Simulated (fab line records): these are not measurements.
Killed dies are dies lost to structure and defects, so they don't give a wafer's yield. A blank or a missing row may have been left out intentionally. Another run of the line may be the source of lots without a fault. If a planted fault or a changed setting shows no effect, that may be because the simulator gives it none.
Which tool is to blame? | flow sky130 | 10 lots with 30 wafers sampled at 4 steps, on a route of 708 steps

## WHAT EACH GAUGE READ, for each wafer
SKY_LDD_P_CD_MEAS_07: the cd target is 380 nm. Usual: cd-nm at 379.8 nm, with a standard deviation of 2.3.
lot  | measured     | on        | cd-nm (nm)        | flag
L777 | day 19 06:14 | cd-sem-01 | 376.5 374.8 376.6 |
L778 | day 20 03:17 | cd-sem-02 | 382.0 379.9 382.2 |
L780 | day 20 21:28 | cd-sem-02 | 378.9 379.0 377.7 |
L782 | day 21 18:30 | cd-sem-02 | 377.2 378.6 375.9 |
L785 | day 22 20:18 | cd-sem-01 | 379.0 376.7 377.9 |
L786 | day 23 02:29 | cd-sem-01 | 381.2 382.2 381.6 |
L787 | day 23 08:38 | cd-sem-01 | 379.0 378.1 378.4 |
L788 | day 23 21:14 | cd-sem-01 | 383.7 382.2 384.9 |
L791 | day 24 11:43 | cd-sem-01 | 381.1 382.3 381.6 |
L792 | day 24 18:09 | cd-sem-02 | 376.5 379.7 380.7 |

SKY_SPACER_THK_MEAS_01. Usual: SPACER_CVD_00_THK 43.3 nm, standard deviation 0.47.
lot  | measured     | on            | SPACER_CVD_00_THK (nm)        | flag
L777 | day 23 06:03 | film-metro-01 | 42.9 43.6 43.4                |
L778 | day 24 00:55 | film-metro-02 | 43.2 42.8 43.1                |
L780 | day 24 17:35 | film-metro-02 | 43.5 43.0 43.3                |
L782 | day 25 15:07 | film-metro-02 | 43.6 42.8 43.7                |
L785 | day 26 14:05 | film-metro-02 | 43.2 42.9 43.1                |
L786 | day 26 22:23 | film-metro-01 | 42.3 42.5 42.2                |
L787 | day 27 06:52 | film-metro-01 | 43.0 43.2 42.8                |
L788 | day 27 15:04 | film-metro-04 | 43.0 42.7 43.1                |
L791 | day 28 04:00 | film-metro-04 | 37.6 37.7 37.7 37.6 37.8 37.7 | OFF
L792 | day 28 10:09 | film-metro-04 | 38.1 38.0 37.8 38.1 38.0 37.8 | OFF

## WHAT TOOL EACH LOT RAN ON (gives the tool, then ch and the chambers of the sampled wafers, and finally the start)
lot  | SKY_LDD_N_STRIP_16                   | SKY_SPACER_CVD_00
L777 | plasma-asher-01 ch 0,1, day 18 00:17 | lpcvd-02 ch 1, day 23 04:49
L778 | plasma-asher-01 ch 0,1, day 18 19:49 | lpcvd-02 ch 0, day 23 23:42
L780 | plasma-asher-01 ch 0,1, day 19 15:27 | lpcvd-02 ch 1, day 24 16:21
L782 | plasma-asher-03 ch 0,1, day 20 11:25 | lpcvd-02 ch 1, day 25 13:53
L785 | plasma-asher-02 ch 0,1, day 21 13:53 | lpcvd-02 ch 1, day 26 12:52
L786 | plasma-asher-02 ch 0,1, day 21 19:25 | lpcvd-02 ch 0, day 26 20:34
L787 | plasma-asher-01 ch 0,1, day 22 02:20 | lpcvd-02 ch 0, day 27 05:03
L788 | plasma-asher-03 ch 0,1, day 22 15:05 | lpcvd-02 ch 1, day 27 13:51
L791 | plasma-asher-03 ch 0, day 23 05:52   | lpcvd-02 ch 0, day 28 02:47
L792 | plasma-asher-01 ch 0,1, day 23 13:18 | lpcvd-02 ch 0, day 28 08:55
- SKY_LDD_N_STRIP_16: strips in O2/N2.
- SKY_SPACER_CVD_00: deposits Si3N4 from DCS/NH3, target thk 43.1 nm, time 740 s.

## WHAT THE TOOLS THEMSELVES READ (means of the sampled wafers that have a number; where no wafer has one, the mark that the record gives instead)
SKY_LDD_N_STRIP_16. Usual: drypump-motor-current-A 5.9 A, standard deviation 0.36; n2-flow-sccm 300.0 sccm, standard deviation 0.84; oes-product-au 0.406 a.u., standard deviation 0.0042; strip-time-to-endpoint-s 4.313 s, standard deviation 0.013.
lot  | tool            | drypump-motor-current-A (A) | n2-flow-sccm (sccm) | oes-product-au (a.u.) | strip-time-to-endpoint-s (s) | flag
L777 | plasma-asher-01 | 6.0                         | 300.0               | 0.407                 | 4.298                        |
L778 | plasma-asher-01 | 5.7                         | 299.6               | 0.406                 | 4.314                        |
L780 | plasma-asher-01 | 6.0                         | 300.9               | 0.407                 | 4.320                        |
L782 | plasma-asher-03 | 6.3                         | 300.1               | 0.407                 | 4.324                        |
L785 | plasma-asher-02 | 5.6                         | 300.5               | 0.404                 | 4.305                        |
L786 | plasma-asher-02 | 5.6                         | 300.5               | 0.406                 | 4.312                        |
L787 | plasma-asher-01 | 6.0                         | 300.5               | 0.409                 | 4.325                        |
L788 | plasma-asher-03 | 6.3                         | 300.1               | 0.410                 | 4.324                        |
L791 | plasma-asher-03 | 6.5                         | 300.2               | 0.407                 | 4.316                        |
L792 | plasma-asher-01 | 5.7                         | 300.1               | 0.406                 | 4.310                        |

SKY_SPACER_CVD_00. Usual: susceptor-temp-C 769.9 C, standard deviation 0.34; zone-power-top-pct 24 %, standard deviation 3.3.
lot  | tool     | susceptor-temp-C (C) | zone-power-top-pct (%) | flag
L777 | lpcvd-02 | 769.6                | 21                     |
L778 | lpcvd-02 | 769.9                | 27                     |
L780 | lpcvd-02 | 769.9                | 21                     |
L782 | lpcvd-02 | 770.4                | 21                     |
L785 | lpcvd-02 | 770.1                | 21                     |
L786 | lpcvd-02 | 770.1                | 27                     |
L787 | lpcvd-02 | 770.1                | 27                     |
L788 | lpcvd-02 | 770.1                | 21                     |
L791 | lpcvd-02 | 770.1                | 27                     |
L792 | lpcvd-02 | 770.1                | 27                     |

## THE ANSWER, worked out from the rows above alone
Rule: lot off if the mean of its wafers having a number is beyond 3 standard deviations from the usual mean. A lot without any number at a reading at which 4 lots or more have one is off too. The other lots that the step has rows for count as sound. After the gauges, taken in route order, come the tools' own readings; for these a lot's mean is taken, as printed above. At the first step where some lot is off, the reading lying furthest off is the one used; lots without a number count as furthest.
Off: L791, L792, seen at SKY_SPACER_THK_MEAS_01 (SPACER_CVD_00_THK).
A tool fits if, at a process step before that reading, it ran every lot that is off, and no sound lot after the first of them. The gauges at SKY_SPACER_THK_MEAS_01 are tried like those tools. Undecided on this evidence; 2 tools fit (lpcvd-02 at SKY_SPACER_CVD_00, film-metro-04 at SKY_SPACER_THK_MEAS_01).

## WHAT WAS PUT IN BY THE SIMULATOR
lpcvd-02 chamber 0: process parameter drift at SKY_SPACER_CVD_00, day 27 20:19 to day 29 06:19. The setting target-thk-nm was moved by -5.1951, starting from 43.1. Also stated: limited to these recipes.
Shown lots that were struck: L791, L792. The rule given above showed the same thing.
